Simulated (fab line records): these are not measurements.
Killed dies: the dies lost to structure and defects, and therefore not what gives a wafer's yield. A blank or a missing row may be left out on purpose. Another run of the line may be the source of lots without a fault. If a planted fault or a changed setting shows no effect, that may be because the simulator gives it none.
The tool behind it: which one? + flow sky130 + 11 lots with 32 wafers sampled at 6 steps, on a route of 708 steps

## WHAT THE GAUGES SHOWED, per wafer
SKY_METAL1_OVL_MEAS_16.
| lot  | measured     | on         | METAL1_OVL (nm) |
|------|--------------|------------|-----------------|
| L310 | day 33 06:34 | overlay-01 | -1 -1 -4        |
| L311 | day 33 15:58 | overlay-01 | 2 1 1           |
| L313 | day 34 10:12 | overlay-01 | -1 -9 1         |
| L314 | day 34 23:57 | overlay-01 | -3 1            |
| L316 | day 35 01:50 | overlay-02 | 3 8 7           |
| L319 | day 36 11:56 | overlay-02 | -3 2 3          |
| L325 | day 38 03:55 | overlay-01 | -4 0 0          |
| L326 | day 38 08:18 | overlay-02 | -2 -4 -5        |
| L327 | day 38 17:26 | overlay-01 | 1 5 8           |
| L328 | day 39 01:31 | overlay-01 | -2 4 -1         |
| L330 | day 39 17:34 | overlay-01 | 0 2 1           |

SKY_VIA1_THK_MEAS_01.
| lot  | measured     | on            | VIA1_HDPCVD_THK (nm) |
|------|--------------|---------------|----------------------|
| L310 | day 33 07:29 | film-metro-03 | 1033 1043 1038       |
| L311 | day 33 16:53 | film-metro-04 | 1025 1034 1030       |
| L313 | day 34 11:13 | film-metro-04 | 1023 1059 1045       |
| L314 | day 35 00:53 | film-metro-04 | 1041 1037            |
| L316 | day 35 02:46 | film-metro-04 | 1052 1033 1056       |
| L319 | day 36 13:12 | film-metro-01 | 1032 1037 1043       |
| L325 | day 38 04:52 | film-metro-03 | 1019 1023 1035       |
| L326 | day 38 09:14 | film-metro-03 | 1026 1022 1022       |
| L327 | day 38 18:22 | film-metro-03 | 1017 1024 1024       |
| L328 | day 39 02:29 | film-metro-04 | 1016 1023 1016       |
| L330 | day 39 18:30 | film-metro-03 | 1035 1017 1044       |

SKY_VIA1_BOW_MEAS_03.
| lot  | measured     | on            | VIA1_BOW (um) |
|------|--------------|---------------|---------------|
| L310 | day 33 07:51 | film-metro-01 | 80 89 88      |
| L311 | day 33 17:14 | film-metro-01 | 87 81 83      |
| L313 | day 34 11:36 | film-metro-03 | 74 83 83      |
| L314 | day 35 01:16 | film-metro-04 | 78 95         |
| L316 | day 35 03:08 | film-metro-01 | 60 78 81      |
| L319 | day 36 13:34 | film-metro-04 | 87 80 81      |
| L325 | day 38 05:17 | film-metro-04 | 90 83 75      |
| L326 | day 38 09:36 | film-metro-04 | 74 76 69      |
| L327 | day 38 18:43 | film-metro-04 | 78 70 74      |
| L328 | day 39 02:55 | film-metro-01 | 81 87 85      |
| L330 | day 39 18:52 | film-metro-01 | 78 79 79      |

SKY_VIA1_RS_MEAS_22: measures by four-point-probe.
| lot  | measured     | on            | VIA1_W_RS (ohm/sq) |
|------|--------------|---------------|--------------------|
| L310 | day 34 11:45 | film-metro-04 | 0.422 0.422 0.423  |
| L311 | day 34 20:46 | film-metro-01 | 0.428 0.424 0.418  |
| L313 | day 35 14:55 | film-metro-01 | 0.430 0.429 0.423  |
| L314 | day 36 04:07 | film-metro-03 | 0.246 0.245        |
| L316 | day 36 06:53 | film-metro-01 | 0.245 0.245 0.246  |
| L319 | day 37 17:01 | film-metro-04 | 0.428 0.427 0.418  |
| L325 | day 39 07:32 | film-metro-03 | 0.426 0.428 0.427  |
| L326 | day 39 11:25 | film-metro-04 | 0.426 0.418 0.426  |
| L327 | day 39 20:31 | film-metro-01 | 0.423 0.427 0.428  |
| L328 | day 40 04:50 | film-metro-04 | 0.415 0.417 0.407  |
| L330 | day 40 21:24 | film-metro-04 | 0.430 0.429 0.420  |

SKY_VIA1_THK_MEAS_23: measures by xrf.
| lot  | measured     | on            | VIA1_W_THK (nm) |
|------|--------------|---------------|-----------------|
| L310 | day 34 11:52 | film-metro-04 | 270 269 270     |
| L311 | day 34 20:53 | film-metro-01 | 266 268 273     |
| L313 | day 35 15:01 | film-metro-01 | 263 263 267     |
| L314 | day 36 04:13 | film-metro-03 | 458 458         |
| L316 | day 36 07:00 | film-metro-01 | 462 464 460     |
| L319 | day 37 17:08 | film-metro-04 | 265 266 271     |
| L325 | day 39 07:38 | film-metro-03 | 267 268 267     |
| L326 | day 39 11:32 | film-metro-04 | 268 273 267     |
| L327 | day 39 20:38 | film-metro-01 | 272 268 264     |
| L328 | day 40 04:55 | film-metro-04 | 273 272 279     |
| L330 | day 40 21:31 | film-metro-04 | 264 264 270     |

## WHAT TOOL EACH LOT RAN ON (gives the tool, then ch and the chambers of the sampled wafers, and finally the start)
| lot  | SKY_VIA1_CVD_21               |
|------|-------------------------------|
| L310 | cvd-w-01 ch 0,1, day 34 11:39 |
| L311 | cvd-w-02 ch 0,1, day 34 20:41 |
| L313 | cvd-w-01 ch 0,1, day 35 14:48 |
| L314 | cvd-w-01 ch 1, day 36 04:01   |
| L316 | cvd-w-01 ch 0,1, day 36 06:46 |
| L319 | cvd-w-02 ch 0,1, day 37 16:55 |
| L325 | cvd-w-01 ch 0,1, day 39 07:25 |
| L326 | cvd-w-02 ch 0,1, day 39 11:20 |
| L327 | cvd-w-01 ch 0,1, day 39 20:26 |
| L328 | cvd-w-02 ch 0,1, day 40 04:43 |
| L330 | cvd-w-01 ch 0,1, day 40 21:17 |
- SKY_VIA1_CVD_21: deposits W, target thk 270 nm, time 80.902 s.

## WHAT THE TOOLS THEMSELVES READ (means of the sampled wafers that have a number; where no wafer has one, the mark that the record gives instead)
SKY_VIA1_CVD_21.
| lot  | tool     | heater-power-outer-w (W) | heater-power-w (W) |
|------|----------|--------------------------|--------------------|
| L310 | cvd-w-01 | 475                      | 757                |
| L311 | cvd-w-02 | 494                      | 820                |
| L313 | cvd-w-01 | 480                      | 793                |
| L314 | cvd-w-01 | 484                      | 792                |
| L316 | cvd-w-01 | 491                      | 777                |
| L319 | cvd-w-02 | 495                      | 812                |
| L325 | cvd-w-01 | 478                      | 757                |
| L326 | cvd-w-02 | 489                      | 837                |
| L327 | cvd-w-01 | 490                      | 771                |
| L328 | cvd-w-02 | 491                      | 819                |
| L330 | cvd-w-01 | 481                      | 751                |

## THE ANSWER, worked out from the rows above alone
Rule: what is usual is taken from the lots themselves. Put in order of their means at a reading, lots are off if they are a third of the lots or fewer, leave a main group of 4 or more, and stand apart from it by a gap of 3 or more times the standard deviation of the main group's means; of several such gaps the widest counts. A main group whose means are all the same, to the digits that the tables above print for the reading, isn't used. A lot without any number at a reading at which 4 lots or more have one is off too. Any other lot the step has rows for is counted as sound. Order of review: gauges by route order, followed by the tools' own readings, for which a lot's mean as printed above is used. The first step at which some lot is off is used, and at that step the reading that is off furthest; a lot without a number counts as furthest.
Off: at SKY_VIA1_RS_MEAS_22 (VIA1_W_RS), L314, L316. The main group has a mean of 0.424 ohm/sq with a standard deviation of 0.0041.
If a tool, at a process step before that reading, ran all the lots that are off and no sound lot after the first of them, it fits. The gauges at SKY_VIA1_RS_MEAS_22 are tried like those tools. No candidate that was tried fits.

## WHAT WAS PUT IN BY THE SIMULATOR
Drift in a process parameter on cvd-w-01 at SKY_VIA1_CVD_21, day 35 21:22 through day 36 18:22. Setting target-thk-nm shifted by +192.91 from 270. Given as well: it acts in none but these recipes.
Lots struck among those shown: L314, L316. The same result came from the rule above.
